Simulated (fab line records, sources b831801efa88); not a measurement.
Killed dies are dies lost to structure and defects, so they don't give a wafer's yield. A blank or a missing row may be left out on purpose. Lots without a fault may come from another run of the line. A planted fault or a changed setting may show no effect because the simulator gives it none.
Chamber matching | flow sky130 | SKY_METAL3_ETCH_17 on rie_diel-01: 4 sister chambers
The step etches SiO2 in C4F8/O2/Ar, stops on TiN, time 3.9 s, target depth 15 nm. 8 wafers are shown with their chamber, then 7 later ones without.

WAFERS WITH THEIR CHAMBER
wafer  | chamber | oes_product_au (a.u.)
L078.1 | 3       | 0.750
L080.2 | 1       | 0.743
L081.1 | 1       | 0.747
L081.6 | 3       | 0.761
L088.3 | 2       | 0.749
L088.6 | 0       | 0.751
L096.1 | 0       | 0.753
L096.2 | 2       | 0.754

WAFERS WITHOUT THEIR CHAMBER
wafer  | oes_product_au (a.u.)
L096.4 | 0.769
L097.1 | 0.742
L097.2 | 0.754
L097.3 | 0.746
L097.4 | 0.763
L097.5 | 0.764
L097.6 | 0.756

WHICH CHAMBER EACH WENT THROUGH
wafer  | from the rows above               | in truth
L096.4 | can't be placed: 3 or 0 or 2      | 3
L097.1 | can't be placed: 1 or 2 or 0      | 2
L097.2 | can't be placed: 3 or 0 or 2 or 1 | 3
L097.3 | can't be placed: 1 or 2 or 0 or 3 | 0
L097.4 | can't be placed: 3 or 0 or 2      | 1
L097.5 | can't be placed: 3 or 0 or 2      | 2
L097.6 | can't be placed: 3 or 0 or 2      | 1
Placed correctly: 0 of 7. Can't be placed from these rows: 7 (the true chamber is among the candidates in 5). Placed wrongly: 0.
How it was worked out, from the rows above alone: a wafer's distance from a chamber is the root of the sum, over the readings, of the square of ((its reading less the chamber's mean) divided by the reading's scatter). The wafer belongs to the nearest chamber; if the next one is less than 2 further off, it can't be placed. A chamber's mean is the mean of its shown wafers. The scatter: the root of (the sum of the squares of (reading less its chamber's mean) over the shown wafers, divided by (wafers less chambers)).
